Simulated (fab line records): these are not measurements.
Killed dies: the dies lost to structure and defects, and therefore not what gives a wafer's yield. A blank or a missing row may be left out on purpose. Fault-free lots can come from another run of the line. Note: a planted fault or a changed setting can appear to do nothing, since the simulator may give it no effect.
The tool behind it: which one? | flow gf180mcu | Sampling: 13 lots, 39 wafers, 5 of 602 route steps

WHAT EACH GAUGE READ, for each wafer
GF_MIM_THK_MEAS_06.
lot  | measured     | on           | MIM_CVD_05_THK (nm)
L706 | day 24 06:20 | filmMetro-04 | 42.2 42.6 43.0
L707 | day 24 14:23 | filmMetro-04 | 41.8 42.2 42.9
L709 | day 25 16:07 | filmMetro-01 | 42.0 42.2 43.4
L710 | day 25 23:42 | filmMetro-01 | 42.1 42.4 42.7
L712 | day 26 14:34 | filmMetro-03 | 42.3 42.8 42.9
L713 | day 26 15:31 | filmMetro-04 | 40.7 41.2 41.5
L714 | day 27 08:16 | filmMetro-03 | 41.6 41.9 42.1
L718 | day 28 10:32 | filmMetro-04 | 41.3 41.4 53.4
L719 | day 28 20:44 | filmMetro-04 | 52.1 52.8 41.5
L722 | day 29 18:45 | filmMetro-04 | 41.6 42.2 42.1
L723 | day 30 00:24 | filmMetro-01 | 41.7 41.8 41.9
L726 | day 30 19:20 | filmMetro-03 | 42.3 42.8 43.7
L728 | day 31 02:52 | filmMetro-04 | 41.9 41.6 42.5

GF_MIM_RS_MEAS_10: the measuring method here is four-point-probe.
lot  | measured     | on           | MIM_ALCU_RS (ohm/sq)
L706 | day 24 06:30 | filmMetro-03 | 0.1610 0.1604 0.1618
L707 | day 24 14:33 | filmMetro-04 | 0.1572 0.1589 0.1580
L709 | day 25 16:17 | filmMetro-03 | 0.1598 0.1596 0.1591
L710 | day 25 23:52 | filmMetro-03 | 0.1597 0.1606 0.1606
L712 | day 26 14:44 | filmMetro-04 | 0.1610 0.1627 0.1608
L713 | day 26 15:41 | filmMetro-01 | 0.1583 0.1596 0.1596
L714 | day 27 08:26 | filmMetro-04 | 0.1603 0.1597 0.1610
L718 | day 28 10:42 | filmMetro-04 | 0.1593 0.1617 0.1604
L719 | day 28 20:55 | filmMetro-03 | 0.1586 0.1605 0.1586
L722 | day 29 18:55 | filmMetro-04 | 0.1584 0.1580 0.1595
L723 | day 30 00:34 | filmMetro-03 | 0.1615 0.1599 0.1588
L726 | day 30 19:29 | filmMetro-01 | 0.1563 0.1577 0.1560
L728 | day 31 03:02 | filmMetro-03 | 0.1613 0.1605 0.1603

WHICH TOOL RAN EACH LOT (tool, then ch and the chambers of the sampled wafers, then the start)
lot  | GF_V4_SPUTTER_21            | GF_MIM_CVD_05                   | GF_MIM_SPUTTER_07
L706 | pvdSputter-04, day 24 05:24 | pecvd-01 ch 0,1, day 24 06:19   | pvdSputter-01, day 24 06:24
L707 | pvdSputter-02, day 24 13:27 | pecvd-01 ch 1,2, day 24 14:22   | pvdSputter-04, day 24 14:27
L709 | pvdSputter-04, day 25 15:11 | pecvd-02 ch 0,2, day 25 16:05   | pvdSputter-03, day 25 16:11
L710 | pvdSputter-04, day 25 22:44 | pecvd-01 ch 0,1,2, day 25 23:39 | pvdSputter-01, day 25 23:45
L712 | pvdSputter-02, day 26 13:36 | pecvd-01 ch 0,1, day 26 14:31   | pvdSputter-01, day 26 14:36
L713 | pvdSputter-04, day 26 14:34 | pecvd-03 ch 0,2, day 26 15:28   | pvdSputter-04, day 26 15:34
L714 | pvdSputter-01, day 27 07:17 | pecvd-03 ch 0,1, day 27 08:13   | pvdSputter-01, day 27 08:18
L718 | pvdSputter-04, day 28 09:35 | pecvd-01 ch 0,1,2, day 28 10:31 | pvdSputter-04, day 28 10:36
L719 | pvdSputter-04, day 28 19:46 | pecvd-01 ch 0,2, day 28 20:40   | pvdSputter-04, day 28 20:46
L722 | pvdSputter-02, day 29 17:36 | pecvd-03 ch 0,1, day 29 18:43   | pvdSputter-03, day 29 18:48
L723 | pvdSputter-01, day 29 23:17 | pecvd-02 ch 0,1, day 30 00:22   | pvdSputter-01, day 30 00:27
L726 | pvdSputter-01, day 30 18:23 | pecvd-02 ch 0,2, day 30 19:18   | pvdSputter-04, day 30 19:23
L728 | pvdSputter-04, day 31 01:55 | pecvd-03 ch 0,1, day 31 02:50   | pvdSputter-04, day 31 02:55
- GF_V4_SPUTTER_21: material Ti, target thk 15 nm, time 80.02 s.
- GF_MIM_CVD_05: deposits Si3N4, target thk 42 nm, time 29.086 s.
- GF_MIM_SPUTTER_07: material TiN, target thk 60 nm, time 50 s.

WHAT THE TOOLS THEMSELVES READ (means of the sampled wafers that have a number; where no wafer has one, the mark that the record gives instead)
GF_V4_SPUTTER_21.
lot  | tool          | throttleValvePct (%)
L706 | pvdSputter-04 | 30.0
L707 | pvdSputter-02 | 30.3
L709 | pvdSputter-04 | 29.7
L710 | pvdSputter-04 | 29.6
L712 | pvdSputter-02 | 30.3
L713 | pvdSputter-04 | 29.9
L714 | pvdSputter-01 | 31.1
L718 | pvdSputter-04 | 29.3
L719 | pvdSputter-04 | 29.3
L722 | pvdSputter-02 | 30.0
L723 | pvdSputter-01 | 31.0
L726 | pvdSputter-01 | 30.4
L728 | pvdSputter-04 | 28.8

GF_MIM_CVD_05.
lot  | tool     | heaterPowerOuterW (W) | heaterPowerW (W)
L706 | pecvd-01 | 360                   | 629
L707 | pecvd-01 | 371                   | 616
L709 | pecvd-02 | 391                   | 644
L710 | pecvd-01 | 397                   | 659
L712 | pecvd-01 | 351                   | 592
L713 | pecvd-03 | 390                   | 645
L714 | pecvd-03 | 376                   | 639
L718 | pecvd-01 | 403                   | 680
L719 | pecvd-01 | 395                   | 679
L722 | pecvd-03 | 392                   | 658
L723 | pecvd-02 | 367                   | 615
L726 | pecvd-02 | 401                   | 653
L728 | pecvd-03 | 334                   | 570

GF_MIM_SPUTTER_07.
lot  | tool          | throttleValvePct (%)
L706 | pvdSputter-01 | 31.4
L707 | pvdSputter-04 | 29.2
L709 | pvdSputter-03 | 30.7
L710 | pvdSputter-01 | 30.9
L712 | pvdSputter-01 | 30.4
L713 | pvdSputter-04 | 29.3
L714 | pvdSputter-01 | 30.5
L718 | pvdSputter-04 | 30.0
L719 | pvdSputter-04 | 29.5
L722 | pvdSputter-03 | 29.8
L723 | pvdSputter-01 | 30.8
L726 | pvdSputter-04 | 30.0
L728 | pvdSputter-04 | 29.5

THE ANSWER, worked out from the rows above alone
Rule: what is usual is taken from the lots themselves. Put in order of their means at a reading, lots are off if they are a third of the lots or fewer, leave a main group of 4 or more, and stand apart from it by a gap of 3 or more times the standard deviation of the main group's means; of several such gaps the widest counts. If all means in a main group match to the digits the tables above print for the reading, that group is not used. Also off: a lot with no number at a reading for which 4 or more lots have one. Any other lot the step has rows for is counted as sound. After the gauges, taken in route order, come the tools' own readings; for these a lot's mean is taken, as printed above. The first step at which some lot is off is used, and at that step the reading that is off furthest; a lot without a number counts as furthest.
Off: L718, L719, seen at GF_MIM_THK_MEAS_06 (MIM_CVD_05_THK). The main group: mean 42.2 nm, standard deviation 0.48.
A tool fits if, at a process step before that reading, it ran every lot that is off, and no sound lot after the first of them. Those tools and the gauges at GF_MIM_THK_MEAS_06 are tried in the same way. One fits: pecvd-01 at GF_MIM_CVD_05. Its last sound lot is L712 (day 26 14:31), its first lot that is off L718 (day 28 10:31): a fault that began between those two fits.

WHAT THE SIMULATOR PUT IN
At GF_MIM_CVD_05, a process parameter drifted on pecvd-01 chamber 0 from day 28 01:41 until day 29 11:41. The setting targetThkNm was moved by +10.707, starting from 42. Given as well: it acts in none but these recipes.
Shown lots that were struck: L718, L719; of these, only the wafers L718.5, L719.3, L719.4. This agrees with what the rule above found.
